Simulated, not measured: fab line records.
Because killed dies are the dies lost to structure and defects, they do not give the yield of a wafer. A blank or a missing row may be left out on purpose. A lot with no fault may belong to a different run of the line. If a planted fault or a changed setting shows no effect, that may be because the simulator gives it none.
fab line records ; flow sky130
[record] lots = 6; wafers = 18; last_day = 50
route steps=708 shown METAL2@503 VIA2@507 PAD_OPEN@708
lots untouched by any fault: they come from a run of this same line in which no faults occurred
start_h: start of the lot's first displayed wafer, in hours after the record's first day ; wait_h: how many hours have passed since the lot's step before this one ; " as in the row above ; L1.1+2: several wafers, shown together as one row ; - either no value or no given start ; * or withheld: withheld ; < > ~ a bound
route shown NAME@n: names a module that has steps shown in the file, with the first one's number in the route ; usual: mean/standard deviation of fault-free wafers ; same: alike in all rows ; chamber/n: place in a boat ; sites: each site's reading ; _std_site: standard deviation across them ; _edge_site: outer sites' mean less inner sites' ; radius_mm: how far each site lies from the wafer's centre ; mask NAME#n: copy n ; behind: tool/chamber where the wafer was last shaped ; hold: why the lot was held/for how many hours/how that ended ; device: the n, p or np transistor that did not switch ; end of line: tests run on the same wafers once the route is complete ; for a step that has no rows: nothing shown but its recipe ; killed: dies lost to structure and defects at the first sort, not the wafer's yield ; map: per-die view of a wafer (x killed, . not killed, _ where there is no die)
set.NAME: the setting that was run; set.NAME@STEP: the one run at that earlier step ; model.NAME: the simulator's own value behind a step, which no gauge read
lots at selected steps of the route; one table per step, one row per wafer
services: the hour from which a tool's chamber was out of use, counted from the record's first day as start_h (under 0 if before that day), plus the number of hours and why
[[steps]]
[step SKY_METAL2_STRIP_20]
[recipe] chemistry = O2/N2; power_w = 1400; pressure_mtorr = 1500; platen_temp_c = withheld; o2_flow_sccm = 3000; n2_flow_sccm = 300; overash_fraction = 0.5
[usual] drypump_motor_current_A = 5.93/0.26; o2_flow_sccm = 2999/7.8; oes_product_au = 0.342/0.0056; strip_time_to_endpoint_s = 2.68/0.069
lot.wafer;tool;chamber;start_h;wait_h;drypump_motor_current_A;o2_flow_sccm;oes_product_au;rf_hours_counter_h;strip_time_to_endpoint_s
L194.1;plasma_asher-01;1;833.43;0.1;5.41;3008;0.338;74;2.64
L194.3;plasma_asher-01;0;833.43;0.1;6.26;3005;0.348;-;2.73
L194.4;plasma_asher-01;1;833.43;0.1;5.40;2987;0.342;-;2.63
L198.2;plasma_asher-01;0;865.93;0.1;6.24;2994;0.339;78;2.58
L198.4;plasma_asher-01;1;865.93;0.1;5.45;3003;0.334;-;2.57
L198.6;plasma_asher-01;0;865.93;0.1;6.26;2995;0.341;-;2.54
L200.1;plasma_asher-04;0;887.01;0.1;6.12;3012;0.340;12;2.59
L200.3;plasma_asher-04;0;887.01;0.1;6.11;3004;0.337;-;2.58
L200.6;plasma_asher-04;0;887.01;0.1;6.12;3003;0.320;-;2.57
L212.1;plasma_asher-03;1;968.66;0.1;5.95;2987;0.341;112;2.60
L212.2;plasma_asher-03;0;968.66;0.1;5.58;2999;0.348;112;2.69
L212.5;plasma_asher-03;0;968.66;0.1;5.58;3006;0.341;-;2.69
L214.1;plasma_asher-04;0;983.34;0.1;6.12;2991;0.330;22;2.65
L214.3;plasma_asher-04;1;983.34;0.1;6.02;2990;0.343;-;2.64
L214.5;plasma_asher-04;1;983.34;0.1;6.03;3000;0.340;-;2.66
L216.3;plasma_asher-04;1;995.72;0.1;6.02;2993;0.341;-;2.76
L216.4;plasma_asher-04;0;995.72;0.1;6.15;2994;0.343;-;2.66
L216.5;plasma_asher-04;0;995.72;0.1;6.11;3006;0.349;-;2.65
[step SKY_METAL2_STRIP_21]
[recipe] chemistry = post_etch_residue_remover; time_s = 1200; temp_c = 72.5
[step SKY_METAL2_CLEAN_22]
[recipe] chemistry = IPA; time_s = 180; temp_c = 25
[step SKY_METAL2_CLEAN_23]
[recipe] chemistry = O3/DIW; dry = n2_spin
[step SKY_VIA2_HDPCVD_00]
[recipe] material = SiO2; target_thk_nm = 1180; sigma_open_frac = 0.3; time_s = 202.3; temp_c = 400; sih4_flow_sccm = 60; pressure_mtorr = 6
[step SKY_VIA2_THK_MEAS_01]
[recipe] reads = SiO2_of_VIA2_HDPCVD_00
[usual] VIA2_HDPCVD_THK = 1210/13
lot.wafer;tool;chamber;start_h;wait_h;VIA2_HDPCVD_THK[nm]
L194.1;film_metro-04;-;834.15;0.1;1240
L194.3;film_metro-04;-;834.15;0.1;1229
L194.4;film_metro-04;-;834.15;0.1;1217
L198.2;film_metro-04;-;866.69;0.1;1208
L198.4;film_metro-04;-;866.69;0.1;1196
L198.6;film_metro-04;-;866.69;0.1;1192
L200.1;film_metro-03;-;887.73;0.1;1198
L200.3;film_metro-03;-;887.73;0.1;1199
L200.6;film_metro-03;-;887.73;0.1;1209
L212.1;film_metro-02;-;969.46;0.1;1217
L212.2;film_metro-02;-;969.46;0.1;1210
L212.5;film_metro-02;-;969.46;0.1;1212
L214.1;film_metro-04;-;984.16;0.1;1216
L214.3;film_metro-04;-;984.16;0.1;1210
L214.5;film_metro-04;-;984.16;0.1;1210
L216.3;film_metro-04;-;996.92;0.1;1201
L216.4;film_metro-04;-;996.92;0.1;1182
L216.5;film_metro-04;-;996.92;0.1;1187
[step SKY_VIA2_CMP_02]
[recipe] material = SiO2; down_force_psi = 4; platen_rpm = 60; pad_velocity_m_s = 0.94248
[usual] head_pressure_psi = 4.002/0.0094; motor_current_A = 12.1/1.5; platen_rpm = 60.00/0.04
lot.wafer;tool;chamber;start_h;wait_h;head_pressure_psi;motor_current_A;platen_rpm
L194.3;cmp-02;0;834.26;0.1;4.016;10.0;59.93
L194.1;cmp-02;1;834.26;0.1;3.987;10.2;60.02
L194.4;cmp-02;2;834.26;0.1;4.003;10.1;60.07
L198.2;cmp-01;0;866.74;0.0;3.999;12.6;60.00
L198.4;cmp-01;1;866.74;0.0;4.004;12.6;59.91
L198.6;cmp-01;1;866.74;0.0;3.998;12.7;60.00
L200.3;cmp-02;3;887.84;0.1;4.003;12.2;60.00
L200.1;cmp-02;1;887.84;0.1;4.010;10.4;59.99
L200.6;cmp-02;3;887.84;0.1;4.012;12.3;59.98
L212.2;cmp-01;1;969.52;0.0;3.999;11.6;59.99
L212.1;cmp-01;3;969.52;0.0;4.002;13.3;59.93
L212.5;cmp-01;1;969.52;0.0;3.998;12.2;59.98
L214.1;cmp-01;1;984.27;0.1;3.997;12.7;59.96
L214.3;cmp-01;2;984.27;0.1;4.003;13.7;60.05
L214.5;cmp-01;0;984.27;0.1;4.016;12.9;60.01
L216.4;cmp-02;2;996.96;0.0;4.012;10.6;60.01
L216.3;cmp-02;3;996.96;0.0;4.000;12.5;59.96
L216.5;cmp-02;2;996.96;0.0;4.010;10.3;59.98
[step SKY_VIA2_BOW_MEAS_03]
[recipe] mode = bow
[usual] VIA2_BOW = 86/7.5
lot.wafer;tool;chamber;start_h;wait_h;VIA2_BOW[um]
L194.1;film_metro-04;-;834.51;0.1;89
L194.3;film_metro-04;-;834.51;0.1;82
L194.4;film_metro-04;-;834.51;0.1;87
L198.2;film_metro-02;-;867.06;0.3;79
L198.4;film_metro-02;-;867.06;0.3;90
L198.6;film_metro-02;-;867.06;0.3;93
L200.1;film_metro-02;-;888.09;0.1;102
L200.3;film_metro-02;-;888.09;0.1;101
L200.6;film_metro-02;-;888.09;0.1;79
L212.1;film_metro-02;-;969.82;0.1;87
L212.2;film_metro-02;-;969.82;0.1;105
L212.5;film_metro-02;-;969.82;0.1;94
L214.1;film_metro-03;-;984.52;0.2;70
L214.3;film_metro-03;-;984.52;0.2;94
L214.5;film_metro-03;-;984.52;0.2;99
L216.3;film_metro-04;-;997.30;0.2;90
L216.4;film_metro-04;-;997.30;0.2;86
L216.5;film_metro-04;-;997.30;0.2;91
[step SKY_VIA2_DEHYDRATE_04]
[recipe] temp_c = 200; time_s = 60
[step SKY_VIA2_HMDS_05]
[recipe] prime_time_s = 60; prime_temp_c = 120
[step SKY_VIA2_COAT_06]
[recipe] resist = BARC; temp_c = withheld; time_s = withheld; spin_rpm = 3000; resist_thk_nm = 60
[step SKY_VIA2_COAT_07]
[recipe] resist = KrF-thick; spin_rpm = 3000; resist_thk_nm = 450
[step SKY_VIA2_SOFTBAKE_08]
[recipe] temp_c = 100; time_s = 90; resist = KrF-thick
[usual] heater_power_total_W = 57.36/0.12; run_length_s = 119.20/0.12
lot.wafer;tool;chamber;start_h;wait_h;heater_power_total_W;run_length_s
L194.1;litho_track-01;0;847;-;57.44;119.07
L194.3;litho_track-01;0;847;-;57.36;119.14
L194.4;litho_track-01;0;847;-;57.50;119.04
L198.2;litho_track-04;0;879;-;61.91;100.61
L198.4;litho_track-04;0;879;-;61.92;100.58
L198.6;litho_track-04;0;880;-;62.02;100.39
L200.1;litho_track-04;0;900;-;61.95;100.71
L200.3;litho_track-04;0;900;-;62.04;100.69
L200.6;litho_track-04;0;901;-;62.18;100.46
L212.1;litho_track-04;0;981;-;57.27;119.27
L212.2;litho_track-04;0;981;-;57.45;119.46
L212.5;litho_track-04;0;981;-;57.25;119.30
L214.1;litho_track-03;0;996;-;57.54;119.31
L214.3;litho_track-03;0;996;-;57.57;119.30
L214.5;litho_track-03;0;996;-;57.53;119.35
L216.3;litho_track-04;0;1009;-;57.26;119.23
L216.4;litho_track-04;0;1009;-;57.46;119.24
L216.5;litho_track-04;0;1009;-;57.46;119.13
[step SKY_VIA2_EXPOSE_09]
[recipe] mask_id = VIM2; na = 0.8; source_shape = annular; sigma_inner = 0.55; sigma_outer = 0.85; target_cd_nm = 200; dose_mj = 38
[step SKY_PAD_OPEN_PROBE_99]
[usual] defect_limited_yield = 82.6/1.9; killed_at_M0_to_M3 = 43/5.9; killed_at_M4_up = 2.9/1.5; killed_at_contacts = 24/5; killed_at_front_end = 15/4.8; killed_at_other = 0.2/0.5; killed_dies = 86/9.3; killed_open = 47/7.1; killed_short = 38/6.3; sort_bin_3_pad_short = 0.8/0.42; sort_bin_5_function = 10.2/1.4; sort_bin_6_memory = 6.4/1.1; sort_n_pass = 406/9.3; sort_yield_pct = 82.6/1.9
[same] gross_dies = 492; killed_at_back_side = 0; sort_bin_4_leakage[%] = 0; sort_bin_8_speed[%] = 0
lot.wafer;tool;chamber;start_h;wait_h;defect_limited_yield[%];killed_at_M0_to_M3;killed_at_M4_up;killed_at_contacts;killed_at_front_end;killed_at_other;killed_dies;killed_open;killed_short;sort_bin_3_pad_short[%];sort_bin_5_function[%];sort_bin_6_memory[%];sort_n_pass;sort_yield_pct[%]
L194.1;prober-02;-;1090.37;0.1;80.9;43;2;35;14;0;94;58;36;1.0;12.6;5.5;398;80.9
L194.3;prober-02;-;1090.47;0.2;82.1;44;4;22;18;0;88;44;44;1.0;9.1;7.7;404;82.1
L194.4;prober-02;-;1090.52;0.2;85.6;42;4;13;11;1;71;34;37;0.2;8.9;5.3;421;85.6
L198.2;prober-02;-;1112.75;0.1;80.3;37;7;18;34;1;97;48;49;0.2;13.2;6.3;395;80.3
L198.4;prober-02;-;1112.85;0.2;80.9;48;3;22;21;0;94;49;45;0.6;11.4;7.1;398;80.9
L198.6;prober-02;-;1112.95;0.2;80.7;47;2;23;22;1;95;65;30;0.8;9.8;8.7;397;80.7
L200.1;prober-02;-;1131.73;0.1;82.5;36;2;22;26;0;86;47;39;0.4;11.0;6.1;406;82.5
L200.3;prober-02;-;1131.83;0.2;82.3;45;3;24;15;0;87;45;42;1.6;11.0;5.1;405;82.3
L200.6;prober-02;-;1131.98;0.2;83.1;38;5;28;12;0;83;43;40;0.8;9.1;6.9;409;83.1
L212.1;prober-01;-;1193.52;0.1;81.9;50;3;24;12;0;89;46;43;1.2;10.4;6.5;403;81.9
L212.2;prober-01;-;1193.57;0.1;84.3;38;1;26;11;1;77;46;31;0.6;9.1;5.9;415;84.3
L212.5;prober-01;-;1193.72;0.2;85.2;38;4;18;12;1;73;38;35;0.6;7.5;6.7;419;85.2
L214.1;prober-01;-;1197.46;0.1;82.5;40;2;29;15;0;86;44;42;1.0;10.8;5.7;406;82.5
L214.3;prober-01;-;1197.56;0.2;81.5;45;4;28;14;0;91;51;40;1.0;10.0;7.5;401;81.5
L214.5;prober-01;-;1197.66;0.2;86.6;33;3;17;13;0;66;36;30;0.2;7.7;5.5;426;86.6
L216.3;prober-01;-;1209.18;0.2;85.6;35;3;22;11;0;71;41;30;0.2;9.8;4.5;421;85.6
L216.4;prober-01;-;1209.23;0.2;83.1;45;1;21;16;0;83;51;32;0.6;10.2;6.1;409;83.1
L216.5;prober-01;-;1209.28;0.2;84.6;31;4;26;14;1;76;39;37;0.4;9.6;5.5;416;84.6
// killed by level:class
L194.1 CONTACT:geometric_particle:open=14 VIA1:geometric_particle:open=11 VIA3:geometric_particle:open=8 CONTACT:geometric_particle:short=7 POLY_GATE:geometric_particle:short=6 LI_CONTACT:geometric_particle:open=6 METAL1:geometric_particle:short=4 POLY_GATE:geometric_particle:open=3
L194.3 VIA1:geometric_particle:open=9 LI_CONTACT:geometric_particle:open=7 CONTACT:geometric_particle:open=7 POLY_GATE:geometric_particle:open=6 FIELD_ISO:geometric_particle:short=5 VIA1:geometric_particle:short=5 VIA2:geometric_particle:open=5 VIA2:geometric_particle:short=5
L194.4 METAL1:geometric_particle:short=7 METAL2:geometric_particle:short=6 LI_CONTACT:geometric_particle:open=5 VIA1:geometric_particle:open=5 VIA2:geometric_particle:open=5 FIELD_ISO:geometric_particle:short=4 CONTACT:geometric_particle:open=4 METAL3:geometric_particle:short=4
L198.2 VIA1:geometric_particle:open=12 FIELD_ISO:geometric_particle:short=9 POLY_GATE:geometric_particle:open=7 POLY_GATE:geometric_particle:short=7 VIA3:geometric_particle:open=7 FIELD_ISO:geometric_particle:open=5 METAL4:geometric_particle:short=5 LI_CONTACT:geometric_particle:open=5
L198.4 METAL2:geometric_particle:short=15 CONTACT:geometric_particle:short=8 VIA2:geometric_particle:open=8 FIELD_ISO:geometric_particle:open=7 CONTACT:geometric_particle:open=7 VIA3:geometric_particle:open=7 FIELD_ISO:geometric_particle:short=4 LI_CONTACT:geometric_particle:open=4
L198.6 VIA1:geometric_particle:open=14 CONTACT:geometric_particle:open=13 VIA3:geometric_particle:open=10 LI_CONTACT:geometric_particle:open=7 POLY_GATE:geometric_particle:open=6 POLY_GATE:geometric_particle:short=6 METAL1:geometric_particle:short=6 FIELD_ISO:geometric_particle:open=4
L200.1 FIELD_ISO:geometric_particle:short=9 VIA2:geometric_particle:open=9 CONTACT:geometric_particle:open=7 METAL1:geometric_particle:short=6 FIELD_ISO:geometric_particle:open=5 LI_CONTACT:geometric_particle:short=5 VIA1:geometric_particle:open=5 LI_CONTACT:geometric_particle:open=5
L200.3 CONTACT:geometric_particle:open=11 VIA1:geometric_particle:open=10 METAL2:geometric_particle:short=10 VIA1:geometric_particle:short=7 VIA3:geometric_particle:open=6 POLY_GATE:geometric_particle:open=5 LI_CONTACT:geometric_particle:open=5 CONTACT:geometric_particle:short=5
L200.6 METAL2:geometric_particle:short=10 LI_CONTACT:geometric_particle:open=8 CONTACT:geometric_particle:open=8 VIA2:geometric_particle:open=6 METAL1:geometric_particle:short=5 VIA3:geometric_particle:open=5 FIELD_ISO:geometric_particle:open=4 LOCAL_INTERCONNECT:geometric_particle:short=4
L212.1 VIA2:geometric_particle:open=11 VIA1:geometric_particle:open=10 VIA1:geometric_particle:short=9 LI_CONTACT:geometric_particle:open=7 METAL3:geometric_particle:short=7 CONTACT:geometric_particle:short=5 CONTACT:geometric_particle:open=5 FIELD_ISO:geometric_particle:open=4
L212.2 VIA2:geometric_particle:open=12 CONTACT:geometric_particle:open=11 CONTACT:geometric_particle:short=6 VIA1:geometric_particle:open=5 METAL1:geometric_particle:short=4 METAL2:geometric_particle:open=4 POLY_GATE:geometric_particle:short=3 LI_CONTACT:geometric_particle:short=3
L212.5 VIA2:geometric_particle:open=11 CONTACT:geometric_particle:open=10 VIA2:geometric_particle:short=6 FIELD_ISO:geometric_particle:open=4 METAL1:geometric_particle:short=4 FIELD_ISO:geometric_particle:short=3 CONTACT:geometric_particle:short=3 VIA1:geometric_particle:short=3
L214.1 LI_CONTACT:geometric_particle:open=11 VIA3:geometric_particle:short=7 VIA2:geometric_particle:open=7 CONTACT:geometric_particle:open=5 LOCAL_INTERCONNECT:geometric_particle:short=5 METAL1:geometric_particle:short=5 VIA3:geometric_particle:open=5 VIA1:geometric_particle:open=4
L214.3 VIA1:geometric_particle:open=12 LI_CONTACT:geometric_particle:open=8 CONTACT:geometric_particle:short=8 VIA1:geometric_particle:short=7 VIA3:geometric_particle:open=7 VIA2:geometric_particle:open=6 CONTACT:geometric_particle:open=5 FIELD_ISO:geometric_particle:open=4
L214.5 VIA1:geometric_particle:open=7 CONTACT:geometric_particle:open=7 VIA3:geometric_particle:open=6 LI_CONTACT:geometric_particle:open=5 VIA3:geometric_particle:short=5 METAL1:geometric_particle:short=4 VIA1:geometric_particle:short=4 FIELD_ISO:geometric_particle:open=3
L216.3 VIA1:geometric_particle:open=12 LOCAL_INTERCONNECT:geometric_particle:short=9 CONTACT:geometric_particle:open=9 VIA3:geometric_particle:open=7 FIELD_ISO:geometric_particle:open=5 METAL2:geometric_particle:short=4 CONTACT:geometric_particle:short=3 VIA2:geometric_particle:open=3
L216.4 VIA1:geometric_particle:open=12 POLY_GATE:geometric_particle:open=8 LI_CONTACT:geometric_particle:open=7 METAL2:geometric_particle:short=7 VIA2:geometric_particle:open=7 CONTACT:geometric_particle:open=6 CONTACT:geometric_particle:short=5 METAL1:geometric_particle:short=5
L216.5 CONTACT:geometric_particle:open=9 VIA1:geometric_particle:open=7 LI_CONTACT:geometric_particle:open=7 METAL1:geometric_particle:short=6 METAL2:geometric_particle:short=5 POLY_GATE:geometric_particle:short=4 CONTACT:geometric_particle:short=4 POLY_GATE:geometric_particle:open=3
[[services]]
tool;chamber;start_h;hours;kind
cmp-02;-;818.82;0.6;repair
plasma_asher-04;-;828.24;15.9;repair
cmp-01;-;828.66;0.9;repair
plasma_asher-03;-;829.52;4.3;pm
cmp-01;-;833.51;5.5;pm
plasma_asher-01;-;853.82;1.0;repair
cmp-02;-;869.22;4.9;pm
cmp-02;-;912.02;4.0;pm
cmp-02;-;916.02;-;consumable_replace:conditioner
cmp-02;-;916.02;-;consumable_replace:pad
plasma_asher-01;-;920.74;1.3;repair
cmp-02;-;926.66;1.1;repair
plasma_asher-01;-;938.12;5.6;repair
cmp-02;-;950.96;6.9;pm
cmp-01;-;969.91;3.4;repair
plasma_asher-04;-;973.40;1.5;repair
cmp-01;-;1005.59;6.5;repair
[[key]]
[first_sign] step = SKY_VIA2_SOFTBAKE_08; reading = run_length_s; direction = down; sigmas = 99+; usual = *; struck = *
[effect] step = SKY_VIA2_SOFTBAKE_08; reading = heater_power_total_W; direction = up; sigmas = 40; usual = *; struck = *
met_at SKY_VIA2_SOFTBAKE_08
struck_wafers L198.2,L198.4,L198.6,L200.1,L200.3,L200.6
[fault] kind = process_parameter_drift; tool = litho_track-04; chamber = -; onset_h = 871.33; steps = SKY_VIA2_SOFTBAKE_08; channel = time_s; offset = *; shape = step; end_h = 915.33; acts_in = *; stated = *
